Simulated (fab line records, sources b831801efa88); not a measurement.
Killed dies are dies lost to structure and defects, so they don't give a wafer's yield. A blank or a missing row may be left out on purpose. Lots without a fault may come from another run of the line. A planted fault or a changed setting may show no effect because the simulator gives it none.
fab line records | flow sky130
record lots=12 wafers=36 last_day=50
route steps=708 shown VIA4@651 METAL5@662 PAD_OPEN@708
lots that met no fault: from a run of the same line without faults
start_h: hours from the record's first day to the start of the lot's first wafer shown | wait_h: hours since the lot's step before | " the same as in the row above | L1.1+2: a row that stands for several wafers | - no value, or no start given | * or withheld: withheld | < > ~ a bound
route shown NAME@n: a module of which the file shows steps, and the number in the route of the first | usual: mean/standard deviation of fault-free wafers | same: alike in all rows | chamber/n: place in a boat | sites: the reading at each site | _std_site: their standard deviation | _edge_site: outer sites' mean less inner sites' | radius_mm: how far each site lies from the wafer's centre | mask NAME#n: copy n | behind: the tool/chamber that last shaped the wafer | hold: why the lot was held/for how many hours/how that ended | device: the transistor (n, p or np) that didn't switch | end of line: the same wafers' tests at the end of the route | a step without rows: its recipe alone | killed: dies lost to structure and defects at the first sort, not the wafer's yield | map: a wafer's dies, x killed, . not, _ none there
set.NAME: the setting as run; set.NAME@STEP: as run at that earlier step | model.NAME: the simulator's own value behind a step, which no gauge read
steps of the route over a sample of lots; a table a step, a row a wafer
services: from which hour (start_h, from the record's first day; less than 0 if before it) a tool's chamber was out of use, for how many hours, and why
## steps
# step SKY_VIA4_ETCH_12
# recipe target=SiO2 chemistry=C4F8/O2/Ar stop_on=TiN mask_material=NOVOLAK source_w=1500 bias_w=1200 pressure_mtorr=40 c4f8_flow_sccm=withheld O2_flow_sccm=6 Ar_flow_sccm=300 time_s=withheld target_depth_a=5800
# usual oes_product_au=0.925/0.0048
# columns lot.wafer tool chamber start_h wait_h oes_product_au
L694.1 rie_diel-02 2 1000.22 0.0 0.929
L694.2 " 3 " " 0.933
L694.5 " 1 " " 0.925
L695.1 rie_diel-02 3 1013.30 0.0 0.935
L695.3 " 1 " " 0.935
L695.6 " 0 " " 0.927
L696.1 rie_diel-01 0 1017.87 0.0 0.920
L696.3 " 1 " " 0.927
L696.4 " 2 " " 0.926
L697.2 rie_diel-04 1 1022.24 0.0 0.925
L697.5 " 0 " " 0.929
L697.6 " 3 " " 0.928
L706.1 rie_diel-01 2 1080.80 0.0 0.924
L706.2 " 3 " " 0.929
L706.6 " 0 " " 0.925
L705.1 rie_diel-04 2 1081.10 0.0 0.921
L705.3 " 0 " " 0.924
L705.6 " 3 " " 0.924
L707.1 rie_diel-02 3 1090.75 0.0 0.932
L707.2 " 2 " " 0.929
L707.4 " 1 " " 0.922
L709.1 rie_diel-02 3 1107.70 0.0 0.927
L709.3 " 1 " " 0.920
L709.6 " 2 " " 0.926
L710.3 rie_diel-01 3 1108.00 0.0 0.917
L710.4 " 0 " " 0.934
L710.5 " 3 " " 0.923
L712.1 rie_diel-04 3 1120.42 0.0 0.929
L712.4 " 0 " " 0.924
L712.6 " 1 " " 0.926
L713.1 rie_diel-04 2 1122.39 0.0 0.928
L713.3 " 0 " " 0.920
L713.6 " 0 " " 0.922
L714.2 rie_diel-01 1 1142.54 0.0 0.928
L714.3 " 0 " " 0.929
L714.5 " 1 " " 0.927
# step SKY_VIA4_THK_MEAS_20
# recipe thk_meas_gauge=xrf reads=W_of_VIA4_CVD_18
# usual VIA4_W_THK=511/7.4
# columns lot.wafer tool chamber start_h wait_h VIA4_W_THK[nm]
L694.1 film_metro-02 - 1001.26 0.1 497
L694.2 " - " " 513
L694.5 " - " " 507
L695.1 film_metro-04 - 1014.34 0.1 507
L695.3 " - " " 507
L695.6 " - " " 515
L696.1 film_metro-02 - 1018.89 0.1 521
L696.3 " - " " 518
L696.4 " - " " 522
L697.2 film_metro-04 - 1023.25 0.1 507
L697.5 " - " " 511
L697.6 " - " " 506
L706.1 film_metro-04 - 1081.80 0.1 522
L706.2 " - " " 508
L706.6 " - " " 508
L705.1 film_metro-03 - 1082.10 0.1 493
L705.3 " - " " 497
L705.6 " - " " 498
L707.1 film_metro-04 - 1091.76 0.1 517
L707.2 " - " " 512
L707.4 " - " " 508
L709.1 film_metro-04 - 1108.71 0.1 500
L709.3 " - " " 508
L709.6 " - " " 511
L710.3 film_metro-02 - 1109.02 0.1 515
L710.4 " - " " 499
L710.5 " - " " 510
L712.1 film_metro-02 - 1121.41 0.1 520
L712.4 " - " " 520
L712.6 " - " " 521
L713.1 film_metro-04 - 1123.40 0.1 498
L713.3 " - " " 500
L713.6 " - " " 509
L714.2 film_metro-03 - 1143.60 0.1 528
L714.3 " - " " 515
L714.5 " - " " 519
# step SKY_METAL5_SPUTTER_01
# recipe material=TiN target_thk_nm=20 power_w=6500 time_s=16.7 chamber_pressure_pa=0.4
# usual cathode_dc_power_W=6500.1/1.2 chamber_pressure_pa=0.3999/0.00073 throttle_valve_pct=29.6/0.97
# columns lot.wafer tool chamber start_h wait_h cathode_dc_power_W chamber_pressure_pa throttle_valve_pct
L694.1 pvd_sputter-01 - 1001.64 0.0 6499.5 0.4000 29.0
L694.2 " - " " 6499.0 0.3993 30.3
L694.5 " - " " 6503.0 0.4004 27.7
L695.1 pvd_sputter-04 - 1014.72 0.0 6499.9 0.4004 29.2
L695.3 " - " " 6499.8 0.3995 29.6
L695.6 " - " " 6501.0 0.3996 29.5
L696.1 pvd_sputter-04 - 1019.28 0.0 6499.7 0.3992 28.6
L696.3 " - " " 6501.5 0.3992 31.6
L696.4 " - " " 6498.6 0.3987 29.1
L697.2 pvd_sputter-04 - 1023.62 0.0 6499.5 0.3996 31.2
L697.5 " - " " 6500.3 0.3995 28.7
L697.6 " - " " 6500.7 0.4000 31.6
L706.1 pvd_sputter-02 - 1082.18 0.0 - - -
L706.2 " - " " - - -
L706.6 " - " " - - -
L705.1 pvd_sputter-01 - 1082.48 0.0 - - -
L705.3 " - " " - - -
L705.6 " - " " - - -
L707.1 pvd_sputter-01 - 1092.56 0.0 6501.6 0.4005 29.6
L707.2 " - " " 6498.6 0.4000 30.4
L707.4 " - " " 6499.3 0.3988 27.3
L709.1 pvd_sputter-02 - 1109.09 0.0 6499.3 0.3994 29.3
L709.3 " - " " 6500.9 0.3990 30.6
L709.6 " - " " 6501.3 0.3992 30.6
L710.3 pvd_sputter-04 - 1109.58 0.0 6500.7 0.4017 29.3
L710.4 " - " " 6502.0 0.4002 28.8
L710.5 " - " " 6498.6 0.3983 31.4
L712.1 pvd_sputter-01 - 1121.80 0.0 6500.1 0.4002 29.7
L712.4 " - " " 6499.6 0.4009 29.3
L712.6 " - " " 6499.9 0.4004 29.6
L713.1 pvd_sputter-02 - 1123.78 0.0 6497.8 0.3998 30.4
L713.3 " - " " 6501.4 0.4000 30.4
L713.6 " - " " 6499.8 0.3994 29.4
L714.2 pvd_sputter-02 - 1143.97 0.0 6498.8 0.3993 29.5
L714.3 " - " " 6501.8 0.3995 30.5
L714.5 " - " " 6499.0 0.3998 30.5
# step SKY_METAL5_METAL_ETCH_15
# recipe target_depth_a=12600 stop_on=SiO2 over_etch_frac=0.2 time_s=252 chemistry=Cl2/BCl3 resist_sidewall_deg=86 pressure_mtorr=10 icp_w=900 bias_w=48.5 Cl2_flow_sccm=60 bcl3_flow_sccm=30
# usual drypump_motor_current_A=5.8/0.45 oes_product_au=0.895/0.0051 throttle_valve_pct=22.265/0.0088
# columns lot.wafer tool chamber start_h wait_h drypump_motor_current_A oes_product_au rf_hours_counter_h throttle_valve_pct
L694.1 rie_metal-01 0 1024.53 0.1 5.2 0.887 10 22.274
L694.2 " 0 " " 5.2 0.886 - 22.275
L694.5 " 0 " " 5.2 0.898 - 22.278
L695.1 rie_metal-04 0 1037.29 0.0 6.1 0.904 16 22.274
L695.3 " 1 " " 5.5 0.904 - 22.250
L695.6 " 1 " " 5.5 0.894 - 22.266
L696.1 rie_metal-04 0 1041.60 0.0 6.1 0.899 16 22.259
L696.3 " 1 " " 5.5 0.891 - 22.283
L696.4 " 0 " " 6.1 0.899 - 22.267
L697.2 rie_metal-04 0 1046.04 0.0 6.1 0.889 17 22.273
L697.5 " 1 " " 5.5 0.894 - 22.260
L697.6 " 0 " " 6.1 0.901 - 22.256
L706.1 rie_metal-04 1 1102.84 0.0 5.5 0.898 8 22.272
L706.2 " 0 " " 6.1 0.890 21 22.277
L706.6 " 1 " " 5.5 0.885 - 22.257
L705.1 rie_metal-03 1 1103.14 0.0 5.9 0.883 18 22.257
L705.3 " 0 " " 5.8 0.896 - 22.271
L705.6 " 1 " " 5.9 0.890 - 22.263
L707.1 rie_metal-01 0 1112.45 0.0 5.2 0.896 16 22.267
L707.2 " 1 " " 6.5 0.895 23 22.270
L707.4 " 0 " " 5.2 0.904 - 22.285
L709.1 rie_metal-01 1 1128.75 0.0 6.5 0.892 24 22.265
L709.3 " 1 " " 6.5 0.898 - 22.267
L709.6 " 1 " " 6.5 0.902 - 22.256
L710.3 rie_metal-04 0 1129.77 0.1 6.1 0.896 - 22.267
L710.4 " 1 " " 5.5 0.898 - 22.257
L710.5 " 0 " " 6.1 0.900 - 22.252
L712.1 rie_metal-03 0 1140.97 0.0 5.8 0.889 24 22.281
L712.4 " 1 " " 6.0 0.899 - 22.262
L712.6 " 0 " " 5.8 0.898 - 22.267
L713.1 rie_metal-01 0 1143.05 0.0 5.2 0.885 20 22.263
L713.3 " 0 " " 5.2 0.901 - 22.275
L713.6 " 1 " " 6.5 0.898 - 22.255
L714.2 rie_metal-04 1 1162.47 0.0 5.5 0.889 13 22.268
L714.3 " 0 " " 6.1 0.901 - 22.254
L714.5 " 0 " " 6.1 0.893 - 22.268
# step SKY_PAD_OPEN_PROBE_99
# usual defect_limited_yield=82.8/2.1 killed_at_M0_to_M3=42/6.6 killed_at_M4_up=3.1/1.9 killed_at_contacts=24/5.6 killed_at_front_end=15/4.8 killed_at_other=0.3/0.48 killed_dies=84/10 killed_open=47/6.8 killed_short=37/6.8 sort_bin_3_pad_short=0.9/0.48 sort_bin_5_function=10.1/1.4 sort_bin_6_memory=6.2/1.2 sort_bin_8_speed=0.00/0.017 sort_n_pass=408/10 sort_yield_pct=82.8/2.1
# same gross_dies=492 killed_at_back_side=0 sort_bin_4_leakage[%]=0
# columns lot.wafer tool chamber start_h wait_h defect_limited_yield[%] killed_at_M0_to_M3 killed_at_M4_up killed_at_contacts killed_at_front_end killed_at_other killed_dies killed_open killed_short sort_bin_3_pad_short[%] sort_bin_5_function[%] sort_bin_6_memory[%] sort_bin_8_speed[%] sort_n_pass sort_yield_pct[%]
L694.1 prober-01 - 1071.87 0.1 80.5 43 4 30 18 1 96 58 37 0.8 12.2 6.5 0 396 80.5
L694.2 prober-01 - 1071.92 0.1 88.2 26 2 21 9 0 58 38 20 0.6 6.5 4.7 0 434 88.2
L694.5 prober-01 - 1072.07 0.2 79.7 45 6 25 23 1 100 60 40 1.0 11.8 7.5 0 392 79.7
L695.1 prober-02 - 1083.00 0.1 83.3 37 5 27 11 2 82 46 36 0.8 8.9 6.9 0 410 83.3
L695.3 prober-02 - 1083.10 0.2 82.5 45 4 25 12 0 86 46 40 0.6 10.4 6.5 0 406 82.5
L695.6 prober-02 - 1083.25 0.2 81.7 48 3 21 18 0 90 52 38 1.0 11.4 5.9 0 402 81.7
L696.1 prober-01 - 1088.72 0.1 83.1 47 3 19 13 1 83 49 34 1.0 9.1 6.7 0 409 83.1
L696.3 prober-01 - 1088.82 0.2 81.1 42 2 28 21 0 93 50 43 0.6 10.6 7.7 0 399 81.1
L696.4 prober-01 - 1088.87 0.2 79.5 46 2 22 31 0 101 51 50 0.8 11.2 8.5 0 391 79.5
L697.2 prober-02 - 1092.10 0.1 85.0 41 3 20 9 1 74 46 28 0 10.4 4.7 0.20 417 84.8
L697.5 prober-02 - 1092.25 0.2 85.0 38 3 22 10 1 74 46 28 0.4 8.7 5.9 0 418 85.0
L697.6 prober-02 - 1092.30 0.2 84.3 35 3 31 7 1 77 44 33 1.6 7.9 6.1 0 415 84.3
L706.1 prober-01 - 1145.18 0.1 85.2 39 4 17 13 0 73 36 37 0.4 7.7 6.7 0 419 85.2
L706.2 prober-01 - 1145.23 0.1 82.7 42 1 22 20 0 85 50 35 1.0 10.0 6.3 0 407 82.7
L706.6 prober-01 - 1145.43 0.2 82.1 45 4 21 18 0 88 54 34 1.2 9.1 7.5 0 404 82.1
L705.1 prober-01 - 1145.48 0.1 86.4 29 2 23 12 1 67 34 33 0.6 8.5 4.5 0 425 86.4
L705.3 prober-01 - 1145.58 0.2 82.1 47 6 22 13 0 88 47 41 1.0 8.9 7.9 0 404 82.1
L705.6 prober-01 - 1145.73 0.3 82.1 49 0 23 16 0 88 55 33 1.0 10.6 6.3 0 404 82.1
L707.1 prober-02 - 1153.48 0.1 83.7 41 2 26 11 0 80 42 38 1.0 11.6 3.7 0 412 83.7
L707.2 prober-02 - 1153.53 0.1 80.7 46 4 38 7 0 95 56 39 0.6 10.4 8.3 0 397 80.7
L707.4 prober-02 - 1153.63 0.2 81.3 45 2 29 16 0 92 44 48 0.8 9.8 8.1 0 400 81.3
L709.1 prober-02 - 1168.12 0.1 86.8 35 5 13 12 0 65 47 18 0.2 7.9 5.1 0 427 86.8
L709.3 prober-02 - 1168.22 0.2 81.7 48 2 20 20 0 90 41 49 0.8 11.2 6.3 0 402 81.7
L709.6 prober-02 - 1168.37 0.2 84.1 51 4 6 16 1 78 40 37 0.6 10.6 4.7 0 414 84.1
L710.3 prober-01 - 1168.59 0.2 83.1 47 2 22 11 1 83 48 35 0.6 9.6 6.7 0 409 83.1
L710.4 prober-01 - 1168.64 0.2 83.3 49 3 18 12 0 82 44 38 1.8 8.9 5.9 0 410 83.3
L710.5 prober-01 - 1168.69 0.2 82.7 53 1 18 13 0 85 45 40 0.6 11.2 5.5 0 407 82.7
L712.1 prober-01 - 1180.73 0.1 80.9 43 3 29 19 0 94 58 36 1.0 12.4 5.7 0 398 80.9
L712.4 prober-01 - 1180.88 0.2 83.3 44 2 27 9 0 82 41 41 1.4 10.8 4.5 0 410 83.3
L712.6 prober-01 - 1180.98 0.2 82.9 47 1 21 15 0 84 51 33 1.0 9.6 6.5 0 408 82.9
L713.1 prober-02 - 1181.44 0.1 87.6 28 4 21 8 0 61 27 34 1.0 6.7 4.7 0 431 87.6
L713.3 prober-02 - 1181.54 0.2 84.1 31 3 29 14 1 78 45 33 0.8 10.6 4.5 0 414 84.1
L713.6 prober-02 - 1181.69 0.2 83.3 30 6 31 15 0 82 47 35 0.6 10.2 5.9 0 410 83.3
L714.2 prober-01 - 1197.82 0.1 82.9 36 1 30 16 1 84 45 39 0.4 10.2 6.5 0 408 82.9
L714.3 prober-01 - 1197.87 0.2 83.7 47 3 25 5 0 80 46 34 0.2 9.1 6.9 0 412 83.7
L714.5 prober-01 - 1197.97 0.2 85.4 42 2 19 8 1 72 39 33 0.2 9.6 4.9 0 420 85.4
# killed by level:class
L694.1 CONTACT:geometric_particle:open=11 POLY_GATE:geometric_particle:open=9 LOCAL_INTERCONNECT:geometric_particle:short=9 VIA1:geometric_particle:open=9 VIA2:geometric_particle:open=8 METAL2:geometric_particle:short=7 LI_CONTACT:geometric_particle:open=7 METAL1:geometric_particle:short=4
L694.2 CONTACT:geometric_particle:open=11 VIA1:geometric_particle:open=6 VIA2:geometric_particle:open=5 VIA3:geometric_particle:open=5 LI_CONTACT:geometric_particle:open=4 LOCAL_INTERCONNECT:geometric_particle:short=4 POLY_GATE:geometric_particle:open=3 METAL2:geometric_particle:short=3
L694.5 VIA1:geometric_particle:open=12 CONTACT:geometric_particle:open=10 VIA2:geometric_particle:open=10 POLY_GATE:geometric_particle:open=8 FIELD_ISO:geometric_particle:short=6 LI_CONTACT:geometric_particle:open=6 VIA2:geometric_particle:short=5 POLY_GATE:geometric_particle:short=4
L695.1 CONTACT:geometric_particle:open=13 VIA1:geometric_particle:open=7 VIA2:geometric_particle:open=6 LI_CONTACT:geometric_particle:open=5 LOCAL_INTERCONNECT:geometric_particle:short=5 METAL1:geometric_particle:short=5 VIA1:geometric_particle:short=5 VIA3:geometric_particle:open=5
L695.3 CONTACT:geometric_particle:open=9 VIA1:geometric_particle:open=9 LI_CONTACT:geometric_particle:open=6 VIA3:geometric_particle:open=6 VIA1:geometric_particle:short=5 METAL2:geometric_particle:short=5 VIA2:geometric_particle:open=5 METAL3:geometric_particle:short=5
L695.6 VIA1:geometric_particle:open=11 CONTACT:geometric_particle:open=9 VIA2:geometric_particle:open=8 FIELD_ISO:geometric_particle:short=6 METAL1:geometric_particle:short=6 FIELD_ISO:geometric_particle:open=5 LI_CONTACT:geometric_particle:open=5 LOCAL_INTERCONNECT:geometric_particle:short=4
L696.1 VIA1:geometric_particle:open=10 METAL1:geometric_particle:short=8 VIA3:geometric_particle:open=8 POLY_GATE:geometric_particle:open=6 CONTACT:geometric_particle:open=6 LI_CONTACT:geometric_particle:open=5 CONTACT:geometric_particle:short=5 METAL2:geometric_particle:short=5
L696.3 LI_CONTACT:geometric_particle:open=10 CONTACT:geometric_particle:open=10 VIA1:geometric_particle:open=8 POLY_GATE:geometric_particle:short=6 VIA1:geometric_particle:short=6 VIA2:geometric_particle:open=6 LOCAL_INTERCONNECT:geometric_particle:short=5 METAL1:geometric_particle:short=5
L696.4 CONTACT:geometric_particle:open=10 FIELD_ISO:geometric_particle:open=9 VIA1:geometric_particle:open=8 VIA2:geometric_particle:short=8 VIA1:geometric_particle:short=6 VIA3:geometric_particle:open=6 FIELD_ISO:geometric_particle:short=5 POLY_GATE:geometric_particle:short=5
L697.2 VIA3:geometric_particle:open=9 CONTACT:geometric_particle:open=8 VIA1:geometric_particle:open=7 LOCAL_INTERCONNECT:geometric_particle:short=6 VIA2:geometric_particle:open=6 METAL2:geometric_particle:short=5 POLY_GATE:geometric_particle:open=4 LI_CONTACT:geometric_particle:open=3
L697.5 CONTACT:geometric_particle:open=10 VIA3:geometric_particle:open=10 LI_CONTACT:geometric_particle:open=8 VIA1:geometric_particle:open=7 METAL1:geometric_particle:short=5 FIELD_ISO:geometric_particle:short=4 METAL2:geometric_particle:short=4 LI_CONTACT:geometric_particle:short=3
L697.6 LI_CONTACT:geometric_particle:open=16 VIA2:geometric_particle:open=8 CONTACT:geometric_particle:open=6 LOCAL_INTERCONNECT:geometric_particle:short=5 METAL1:geometric_particle:short=4 VIA1:geometric_particle:short=3 VIA1:geometric_particle:open=3 METAL2:geometric_particle:short=3
L706.1 VIA1:geometric_particle:open=10 CONTACT:geometric_particle:open=6 VIA1:geometric_particle:short=6 FIELD_ISO:geometric_particle:short=5 METAL2:geometric_particle:short=5 VIA2:geometric_particle:open=5 VIA3:geometric_particle:open=5 LI_CONTACT:geometric_particle:open=4
L706.2 CONTACT:geometric_particle:open=9 VIA1:geometric_particle:open=9 VIA3:geometric_particle:open=7 LI_CONTACT:geometric_particle:open=6 METAL2:geometric_particle:short=6 FIELD_ISO:geometric_particle:open=5 POLY_GATE:geometric_particle:short=5 VIA1:geometric_particle:short=4
L706.6 VIA1:geometric_particle:open=17 FIELD_ISO:geometric_particle:open=7 VIA2:geometric_particle:open=6 CONTACT:geometric_particle:open=6 VIA3:geometric_particle:open=6 POLY_GATE:geometric_particle:short=5 LOCAL_INTERCONNECT:geometric_particle:short=5 CONTACT:geometric_particle:short=5
L705.1 VIA1:geometric_particle:open=7 METAL1:geometric_particle:short=7 LI_CONTACT:geometric_particle:open=7 CONTACT:geometric_particle:short=7 CONTACT:geometric_particle:open=7 POLY_GATE:geometric_particle:open=4 METAL2:geometric_particle:short=4 VIA2:geometric_particle:open=3
L705.3 CONTACT:geometric_particle:open=10 VIA3:geometric_particle:open=10 VIA2:geometric_particle:open=8 METAL1:geometric_particle:short=7 VIA1:geometric_particle:open=6 FIELD_ISO:geometric_particle:short=5 LI_CONTACT:geometric_particle:open=5 METAL2:geometric_particle:short=5
L705.6 VIA1:geometric_particle:open=11 VIA2:geometric_particle:open=10 CONTACT:geometric_particle:open=9 POLY_GATE:geometric_particle:short=6 CONTACT:geometric_particle:short=6 LI_CONTACT:geometric_particle:open=5 VIA3:geometric_particle:open=5 VIA1:geometric_particle:short=5
L707.1 CONTACT:geometric_particle:open=13 VIA1:geometric_particle:open=13 METAL2:geometric_particle:short=11 CONTACT:geometric_particle:short=6 LI_CONTACT:geometric_particle:open=5 VIA2:geometric_particle:open=5 POLY_GATE:geometric_particle:short=4 VIA1:geometric_particle:short=4
L707.2 CONTACT:geometric_particle:open=14 VIA1:geometric_particle:open=13 LI_CONTACT:geometric_particle:open=9 CONTACT:geometric_particle:short=7 VIA2:geometric_particle:open=7 VIA1:geometric_particle:short=6 LOCAL_INTERCONNECT:geometric_particle:short=5 VIA3:geometric_particle:open=5
L707.4 VIA1:geometric_particle:open=13 CONTACT:geometric_particle:open=9 METAL2:geometric_particle:short=8 FIELD_ISO:geometric_particle:short=7 LI_CONTACT:geometric_particle:open=6 CONTACT:geometric_particle:short=6 METAL1:geometric_particle:short=6 VIA3:geometric_particle:open=6
L709.1 VIA1:geometric_particle:open=10 VIA3:geometric_particle:open=8 CONTACT:geometric_particle:open=5 FIELD_ISO:geometric_particle:open=4 POLY_GATE:geometric_particle:open=4 METAL2:geometric_particle:short=4 SPACER:geometric_particle:open=3 LI_CONTACT:geometric_particle:open=3
L709.3 VIA1:geometric_particle:open=10 FIELD_ISO:geometric_particle:open=8 CONTACT:geometric_particle:open=8 METAL2:geometric_particle:short=7 FIELD_ISO:geometric_particle:short=6 METAL1:geometric_particle:short=6 VIA1:geometric_particle:short=6 VIA3:geometric_particle:open=6
L709.6 VIA1:geometric_particle:open=13 VIA1:geometric_particle:short=7 METAL2:geometric_particle:short=7 METAL1:geometric_particle:short=6 VIA3:geometric_particle:short=6 VIA2:geometric_particle:open=5 SPACER:geometric_particle:short=5 VIA3:geometric_particle:open=5
L710.3 VIA1:geometric_particle:open=16 CONTACT:geometric_particle:open=9 VIA2:geometric_particle:open=9 VIA3:geometric_particle:short=6 CONTACT:geometric_particle:short=5 METAL1:geometric_particle:short=5 LI_CONTACT:geometric_particle:open=4 LOCAL_INTERCONNECT:geometric_particle:short=3
L710.4 CONTACT:geometric_particle:open=10 VIA1:geometric_particle:open=8 VIA1:geometric_particle:short=8 METAL1:geometric_particle:short=7 METAL2:geometric_particle:short=7 VIA2:geometric_particle:open=6 LI_CONTACT:geometric_particle:open=4 VIA2:geometric_particle:short=4
L710.5 VIA1:geometric_particle:open=12 METAL2:geometric_particle:short=8 VIA1:geometric_particle:short=8 VIA3:geometric_particle:open=8 CONTACT:geometric_particle:open=7 POLY_GATE:geometric_particle:open=5 METAL3:geometric_particle:short=5 METAL1:geometric_particle:short=4
L712.1 VIA1:geometric_particle:open=13 CONTACT:geometric_particle:open=10 VIA3:geometric_particle:open=7 FIELD_ISO:geometric_particle:open=5 LI_CONTACT:geometric_particle:short=5 LI_CONTACT:geometric_particle:open=5 LOCAL_INTERCONNECT:geometric_particle:short=5 VIA2:geometric_particle:open=5
L712.4 VIA3:geometric_particle:open=10 LOCAL_INTERCONNECT:geometric_particle:short=9 VIA1:geometric_particle:short=8 CONTACT:geometric_particle:open=7 VIA1:geometric_particle:open=7 VIA2:geometric_particle:open=6 CONTACT:geometric_particle:short=5 LI_CONTACT:geometric_particle:open=4
L712.6 VIA1:geometric_particle:open=13 LI_CONTACT:geometric_particle:open=11 VIA2:geometric_particle:open=10 METAL1:geometric_particle:short=6 FIELD_ISO:geometric_particle:short=5 LOCAL_INTERCONNECT:geometric_particle:short=4 VIA3:geometric_particle:open=4 POLY_CUT:geometric_particle:open=3
L713.1 VIA2:geometric_particle:short=7 METAL2:geometric_particle:short=7 LI_CONTACT:geometric_particle:open=5 CONTACT:geometric_particle:open=5 LOCAL_INTERCONNECT:geometric_particle:short=4 CONTACT:geometric_particle:short=4 LI_CONTACT:geometric_particle:short=3 VIA1:geometric_particle:open=3
L713.3 CONTACT:geometric_particle:open=10 LI_CONTACT:geometric_particle:open=8 LOCAL_INTERCONNECT:geometric_particle:short=8 VIA2:geometric_particle:open=7 VIA3:geometric_particle:open=6 METAL1:geometric_particle:short=6 FIELD_ISO:geometric_particle:open=4 VIA1:geometric_particle:open=4
L713.6 CONTACT:geometric_particle:open=17 METAL2:geometric_particle:short=7 POLY_GATE:geometric_particle:open=5 LI_CONTACT:geometric_particle:open=5 VIA1:geometric_particle:open=5 LOCAL_INTERCONNECT:geometric_particle:short=5 VIA2:geometric_particle:open=4 VIA3:geometric_particle:open=4
L714.2 CONTACT:geometric_particle:open=11 FIELD_ISO:geometric_particle:open=7 METAL1:geometric_particle:short=7 LOCAL_INTERCONNECT:geometric_particle:short=6 VIA2:geometric_particle:open=6 LI_CONTACT:geometric_particle:open=5 CONTACT:geometric_particle:short=5 VIA1:geometric_particle:open=5
L714.3 CONTACT:geometric_particle:open=9 VIA1:geometric_particle:short=9 VIA2:geometric_particle:open=8 VIA1:geometric_particle:open=7 VIA3:geometric_particle:open=7 LI_CONTACT:geometric_particle:open=6 METAL2:geometric_particle:short=5 CONTACT:geometric_particle:short=4
L714.5 CONTACT:geometric_particle:open=8 VIA2:geometric_particle:open=8 METAL1:geometric_particle:short=7 VIA1:geometric_particle:open=6 METAL2:geometric_particle:short=4 LOCAL_INTERCONNECT:geometric_particle:short=4 CONTACT:geometric_particle:short=4 VIA1:geometric_particle:short=4
## services
# columns tool chamber start_h hours kind
rie_diel-01 3 1003.96 5.2 repair
rie_metal-04 - 1007.21 0.1 repair
rie_metal-04 - 1016.42 0.6 repair
pvd_sputter-01 - 1019.03 4.9 repair
rie_diel-02 2 1019.04 7.8 repair
rie_metal-01 1 1020.24 4.8 repair
rie_diel-01 - 1023.78 0.5 repair
rie_diel-01 - 1027.65 2.8 pm
pvd_sputter-02 - 1031.99 18.2 repair
rie_diel-04 0 1049.16 8.0 repair
rie_metal-04 1 1077.22 13.2 repair
rie_metal-01 0 1089.95 14.9 repair
pvd_sputter-04 - 1099.04 6.1 repair
rie_metal-04 - 1119.64 2.8 pm
rie_diel-02 - 1138.18 2.8 pm
pvd_sputter-01 - 1144.31 2.2 repair
pvd_sputter-01 - 1151.29 8.8 repair
rie_metal-03 0 1160.04 8.5 repair
rie_diel-04 - 1161.43 0.3 repair
rie_diel-04 2 1162.09 3.8 repair
rie_diel-01 1 1162.35 25.6 repair
## key
first_sign step=SKY_METAL5_SPUTTER_01 reading=tool_record direction=missing
effect none on later readings
met_at SKY_METAL5_SPUTTER_01
struck_lots L705,L706
not_acting_at SKY_VIA4_ETCH_12,SKY_VIA4_THK_MEAS_20,SKY_METAL5_METAL_ETCH_15
onset_between 1001.64 1082.18
fault kind=skipped_step_whole tool=pvd_sputter-01,pvd_sputter-02 chamber=- onset_h=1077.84 steps=SKY_METAL5_SPUTTER_01 scope=struck_lots_only
